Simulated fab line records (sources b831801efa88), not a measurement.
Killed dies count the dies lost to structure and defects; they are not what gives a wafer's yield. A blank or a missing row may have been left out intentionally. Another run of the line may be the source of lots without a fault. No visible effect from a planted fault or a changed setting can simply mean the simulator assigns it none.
The tool behind it: which one? | flow gf180mcu | Sampling: 13 lots, 39 wafers, 5 of 602 route steps

## WHAT THE GAUGES READ, wafer by wafer
GF_VT_IMPLANT_TW_MEAS_32. Usual: for VT_IMPLANT_3_TW the level is 268.3 and the standard deviation is 2.8.
lot  | measured     | on           | VT_IMPLANT_3_TW   | flag
L746 | day 6 18:13  | filmMetro-01 | 267.7 267.3 268.1 | 
L747 | day 7 04:46  | filmMetro-01 | 266.1 266.7 267.5 | 
L748 | day 7 07:17  | filmMetro-02 | 266.9 266.0 266.2 | 
L750 | day 7 23:16  | filmMetro-02 | 267.0 267.0 268.1 | 
L751 | day 8 02:54  | filmMetro-02 | 265.4 265.5 266.9 | 
L753 | day 8 19:59  | filmMetro-04 | 271.6 272.5 271.5 | 
L754 | day 8 22:08  | filmMetro-02 | 265.4 266.7 266.0 | 
L757 | day 9 21:05  | filmMetro-04 | 272.3 274.0 274.0 | 
L758 | day 10 01:09 | filmMetro-02 | 267.2 268.2 267.0 | 
L763 | day 11 15:56 | filmMetro-04 | 273.7 273.1 272.3 | 
L764 | day 11 19:50 | filmMetro-04 | 253.7 249.5 251.7 | OFF
L765 | day 12 00:51 | filmMetro-02 | 244.8 245.8 245.6 | OFF
L767 | day 12 14:53 | filmMetro-04 | 271.6 271.8 270.8 | 

GF_SAB_OVL_MEAS_10. Usual: for SAB_OVL the level is 1.1 nm and the standard deviation is 1.4.
lot  | measured     | on         | SAB_OVL (nm)  | flag
L746 | day 14 18:52 | overlay-02 | -0.2 1.6 -0.4 | 
L747 | day 15 07:53 | overlay-01 | 1.8 -0.8 -0.5 | 
L748 | day 15 10:25 | overlay-02 | 0.9 1.8 1.9   | 
L750 | day 16 08:12 | overlay-02 | 2.6 1.0 0.9   | 
L751 | day 16 19:06 | overlay-02 | 3.6 2.2 2.3   | 
L753 | day 17 17:26 | overlay-01 | 0.4 1.1 -1.0  | 
L754 | day 17 18:16 | overlay-02 | 2.3 1.4 2.7   | 
L757 | day 19 05:22 | overlay-02 | 3.1 2.0 2.0   | 
L758 | day 19 07:21 | overlay-01 | 0.3 -1.4 0.5  | 
L763 | day 22 01:28 | overlay-02 | 2.3 0.8 2.7   | 
L764 | day 22 04:29 | overlay-02 | 1.6 2.6 1.9   | 
L765 | day 22 07:48 | overlay-01 | -0.4 1.9 0.6  | 
L767 | day 22 17:49 | overlay-02 | -0.1 0.4 -0.7 | 

GF_CONTACT_THK_MEAS_03. Usual: for CONTACT_CVD_02_THK the level is 857 nm and the standard deviation is 11.
lot  | measured     | on           | CONTACT_CVD_02_THK (nm) | flag
L746 | day 14 19:59 | filmMetro-03 | 839 858 867             | 
L747 | day 15 09:00 | filmMetro-01 | 861 861 866             | 
L748 | day 15 11:30 | filmMetro-01 | 852 837 863             | 
L750 | day 16 09:19 | filmMetro-03 | 872 869 883             | 
L751 | day 16 20:14 | filmMetro-03 | 864 872 863             | 
L753 | day 17 18:41 | filmMetro-04 | 850 860 867             | 
L754 | day 17 19:20 | filmMetro-01 | 850 848 843             | 
L757 | day 19 06:33 | filmMetro-04 | 857 838 876             | 
L758 | day 19 08:27 | filmMetro-01 | 866 877 867             | 
L763 | day 22 02:34 | filmMetro-01 | 866 865 879             | 
L764 | day 22 05:34 | filmMetro-03 | 875 864 871             | 
L765 | day 22 08:55 | filmMetro-01 | 844 854 885             | 
L767 | day 22 18:54 | filmMetro-03 | 842 841 863             | 

## EACH LOT AND THE TOOL THAT RAN IT (in order: tool; ch and the chambers of the sampled wafers; start)
lot  | GF_LVPWELL_STRIP_10                | GF_VT_IMPLANT_IMPLANT_30
L746 | plasmaAsher-03 ch 0,1, day 3 19:47 | implanter-02 ch 0, day 6 17:59
L747 | plasmaAsher-04 ch 0,1, day 4 04:40 | implanter-04 ch 0, day 7 04:32
L748 | plasmaAsher-01 ch 0,1, day 4 06:47 | implanter-02 ch 0, day 7 07:02
L750 | plasmaAsher-04 ch 0,1, day 4 20:51 | implanter-04 ch 0, day 7 23:02
L751 | plasmaAsher-01 ch 0,1, day 5 00:07 | implanter-04 ch 0, day 8 02:41
L753 | plasmaAsher-01 ch 0,1, day 5 13:02 | implanter-04 ch 0, day 8 19:46
L754 | plasmaAsher-01 ch 0,1, day 5 15:28 | implanter-03 ch 0, day 8 21:53
L757 | plasmaAsher-04 ch 0,1, day 6 10:10 | implanter-02 ch 0, day 9 20:50
L758 | plasmaAsher-04 ch 0,1, day 6 15:37 | implanter-04 ch 0, day 10 00:56
L763 | plasmaAsher-04 ch 1, day 7 21:55   | implanter-02 ch 0, day 11 15:43
L764 | plasmaAsher-03 ch 0,1, day 8 02:17 | implanter-04 ch 0, day 11 19:37
L765 | plasmaAsher-01 ch 0,1, day 8 06:47 | implanter-04 ch 0, day 12 00:38
L767 | plasmaAsher-03 ch 0,1, day 8 19:44 | implanter-02 ch 0, day 12 14:38
- GF_LVPWELL_STRIP_10: strips in O2/N2.
- GF_VT_IMPLANT_IMPLANT_30

## AS READ BY THE TOOLS THEMSELVES (means over the sampled wafers that have a number; for cases with no such wafer, the mark the record gives instead)
GF_LVPWELL_STRIP_10. Usual: drypumpMotorCurrentA 5.93 A, standard deviation 0.29; heaterPowerW 373 W, standard deviation 37; oesProductAu 0.723 a.u., standard deviation 0.0044; stripTimeToEndpointS 36.99 s, standard deviation 0.092.
lot  | tool           | drypumpMotorCurrentA (A) | heaterPowerW (W) | oesProductAu (a.u.) | stripTimeToEndpointS (s) | flag
L746 | plasmaAsher-03 | 5.82                     | 345              | 0.721               | 37.01                    | 
L747 | plasmaAsher-04 | 6.11                     | 356              | 0.722               | 37.07                    | 
L748 | plasmaAsher-01 | 5.74                     | 400              | 0.717               | 36.96                    | 
L750 | plasmaAsher-04 | 6.18                     | 380              | 0.728               | 36.98                    | 
L751 | plasmaAsher-01 | 5.79                     | 397              | 0.720               | 37.03                    | 
L753 | plasmaAsher-01 | 5.66                     | 391              | 0.725               | 36.85                    | 
L754 | plasmaAsher-01 | 5.63                     | 384              | 0.727               | 36.98                    | 
L757 | plasmaAsher-04 | 6.17                     | 384              | 0.723               | 37.18                    | 
L758 | plasmaAsher-04 | 6.12                     | 355              | 0.723               | 36.96                    | 
L763 | plasmaAsher-04 | 6.06                     | 327              | 0.723               | 36.81                    | 
L764 | plasmaAsher-03 | 5.59                     | 350              | 0.724               | 37.01                    | 
L765 | plasmaAsher-01 | 5.76                     | 403              | 0.723               | 36.95                    | 
L767 | plasmaAsher-03 | 5.81                     | 346              | 0.715               | 36.97                    | 

GF_VT_IMPLANT_IMPLANT_30. Usual: doseIonsCm2 2.5344e+12, standard deviation 2.6e+09; endStationPressureTorr 4.99e-06 Torr, standard deviation 2.8e-07; faradayCurrentUA 14.27, standard deviation 0.28.
lot  | tool         | doseIonsCm2 | endStationPressureTorr (Torr) | faradayCurrentUA | flag
L746 | implanter-02 | 2.5304e+12  | 4.71e-06                      | 14.20            | 
L747 | implanter-04 | 2.5345e+12  | 5.20e-06                      | 14.44            | 
L748 | implanter-02 | 2.5340e+12  | 4.92e-06                      | 14.16            | 
L750 | implanter-04 | 2.5340e+12  | 4.57e-06                      | 14.44            | 
L751 | implanter-04 | 2.5315e+12  | 5.27e-06                      | 14.26            | 
L753 | implanter-04 | 2.5330e+12  | 5.13e-06                      | 14.48            | 
L754 | implanter-03 | 2.5368e+12  | 5.04e-06                      | 14.30            | 
L757 | implanter-02 | 2.5352e+12  | 5.10e-06                      | 14.29            | 
L758 | implanter-04 | 2.5354e+12  | 5.41e-06                      | 14.35            | 
L763 | implanter-02 | 2.5342e+12  | 4.94e-06                      | 14.10            | 
L764 | implanter-04 | 1.9284e+12  | 5.02e-06                      | 10.99            | OFF
L765 | implanter-04 | 1.9315e+12  | 4.74e-06                      | 10.74            | OFF
L767 | implanter-02 | 2.5359e+12  | 5.21e-06                      | 14.19            | 

## THE ANSWER, worked out from the rows above alone
Rule: lot off if the mean of its wafers having a number is beyond 3 standard deviations from the usual mean. A lot without any number at a reading at which 4 lots or more have one is off too. The other lots that the step has rows for count as sound. The gauges are gone through in route order, then the tools' own readings, and for those a lot's mean is taken as printed above. The first step at which some lot is off is used, and at that step the reading that is off furthest; a lot without a number counts as furthest.
Off: L764, L765, at GF_VT_IMPLANT_TW_MEAS_32 (VT_IMPLANT_3_TW).
If a tool, at a process step before that reading, ran all the lots that are off and no sound lot after the first of them, it fits. Not tried: the gauges at GF_VT_IMPLANT_TW_MEAS_32; whatever is off there is also off at GF_VT_IMPLANT_IMPLANT_30, on other tools, and gauge error can't account for it. One fits: GF_VT_IMPLANT_IMPLANT_30 on implanter-04. Its last sound lot is L758 (day 10 00:56), its first lot that is off L764 (day 11 19:37): a fault that began between those two fits.
The tool's own readings at GF_VT_IMPLANT_IMPLANT_30 bear it out: on the lots that are off they differ by more than 5 times the standard deviation of the sound lots' means. doseIonsCm2 reads 1.9300e+12 there against 2.5341e+12 on the sound lots; faradayCurrentUA reads 10.87 there against 14.29 on the sound lots.

## WHAT THE SIMULATOR HAD INSERTED
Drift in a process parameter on implanter-04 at GF_VT_IMPLANT_IMPLANT_30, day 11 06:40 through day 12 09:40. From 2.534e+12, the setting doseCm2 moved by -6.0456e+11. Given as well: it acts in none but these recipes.
Shown lots that were struck: L764, L765. This agrees with what the rule above found.
